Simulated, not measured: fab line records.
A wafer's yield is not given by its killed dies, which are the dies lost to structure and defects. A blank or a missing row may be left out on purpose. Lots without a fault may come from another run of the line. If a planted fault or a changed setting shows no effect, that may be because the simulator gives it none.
Split-lot experiment    flow sky130    route with 708 steps; 5 lots, 27 wafers read

ON THE SPLIT
At SKY_VIA2_DEVELOP_11 (develop time 60 s), the setting develop-time-s was moved away from the recipe's 60 s on 9 of the 27 wafers read, by -50.8% to +51.9%. For the rest of the wafers, this setting stayed at what the recipe calls for.

Split to reading: the file shows no intervening step.

THE READING
Shown in nm: cd-nm at SKY_VIA2_CD_MEAS_12, with target cd 200 nm. A value of 200.2 nm with a standard deviation of 1.6 nm is what fault-free wafers of this fab line usually give.

wafer   tool, chamber at the split  develop-time-s as run, s  against the recipe  cd-nm, nm  against lot-mates on the recipe
L074.1  litho-track-03, 0           29.5                      -50.8%              186.2      -15.0
L074.2  litho-track-03, 0           29.5                      -50.8%              186.8      -14.4
L074.3  litho-track-03, 0           60                        recipe              201.3      -
L074.4  litho-track-03, 0           60                        recipe              199.9      -
L074.5  litho-track-03, 0           29.5                      -50.8%              187.7      -13.5
L074.6  litho-track-03, 0           60                        recipe              202.4      -
L075.1  litho-track-03, 0           60                        recipe              197.8      -
L075.2  litho-track-03, 0           60                        recipe              197.8      -
L075.3  litho-track-03, 0           60                        recipe              198.9      -
L075.4  litho-track-03, 0           60                        recipe              198.8      -
L075.5  litho-track-03, 0           60                        recipe              197.8      -
L075.6  litho-track-03, 0           60                        recipe              198.3      -
L077.4  litho-track-04, 0           60                        recipe              199.2      -
L077.5  litho-track-04, 0           60                        recipe              199.8      -
L077.6  litho-track-04, 0           60                        recipe              200.1      -
L079.1  litho-track-04, 0           44.97                     -25.1%              195.1      -5.8
L079.2  litho-track-04, 0           44.97                     -25.1%              194.5      -6.4
L079.3  litho-track-04, 0           60                        recipe              200.8      -
L079.4  litho-track-04, 0           60                        recipe              200.4      -
L079.5  litho-track-04, 0           60                        recipe              201.4      -
L079.6  litho-track-04, 0           44.97                     -25.1%              194.1      -6.8
L084.1  litho-track-01, 0           60                        recipe              199.3      -
L084.2  litho-track-01, 0           91.14                     +51.9%              204.9      +5.8
L084.3  litho-track-01, 0           91.14                     +51.9%              206.5      +7.4
L084.4  litho-track-01, 0           60                        recipe              198.6      -
L084.5  litho-track-01, 0           60                        recipe              199.3      -
L084.6  litho-track-01, 0           91.14                     +51.9%              205.7      +6.6

FIT RESULTS
A straight line over all 27 wafers: cd-nm changes by +0.181 nm for each +1% of develop-time-s; r = +0.93; the points scatter about the line by 1.8 nm.
The same after taking each lot's own level away (the mean of its wafers on the recipe; 27 wafers): +0.204 nm for each +1%; r = +0.95; scatter 1.8 nm.
According to that fit, moving develop-time-s by its largest amount changes the reading by 11 nm.
From 198.23 to 201.20 nm: that is the span of the lots' own levels, equal to 1.9 times the standard deviation above.
Thus the slope moves with the lot-to-lot level: the two fits are different.
Check: with one of the wafers moved furthest among these (+51.9%) left out of the fit, the line predicts +10.6 nm for it against its lot-mates. Against them it came out at +5.83 nm.

THE OTHER SPLITS THESE WAFERS WENT THROUGH
These wafers also went through other splits before the reading. Each is held against what the fit with the lots' levels taken away leaves over:
other split on the same wafers            wafers away from the commonest value  r with cd-nm (lot level and that fit taken away)
SKY_LOCAL_INTERCONNECT_SPUTTER_00 time-s  9                                     -0.02
SKY_CONTACT_DEVELOP_13 develop-time-s     12                                    -0.19
SKY_VIA1_HDPCVD_00 time-s                 12                                    +0.27

THE WHOLE CHAIN: every reading that the file lists as answering this split, in the file's order
step                 what it does                                                          reading                                                      change (the file's fit)                r (the file's)
SKY_VIA2_CD_MEAS_12  target cd 200 nm                                                      cd-nm                                                        +0.209 nm for each +1% of the setting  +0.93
SKY_VIA2_ETCH_14     etches BARC in N2/H2, stops on SiO2, time 45.9 s, target depth 60 nm  VIA2.cd-nm (the simulator's own value, which no gauge read)  +0.208 nm for each +1% of the setting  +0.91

THE FILE'S OWN FIT
cd-nm changes by +0.209 nm for each +1% of develop-time-s, r = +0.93.
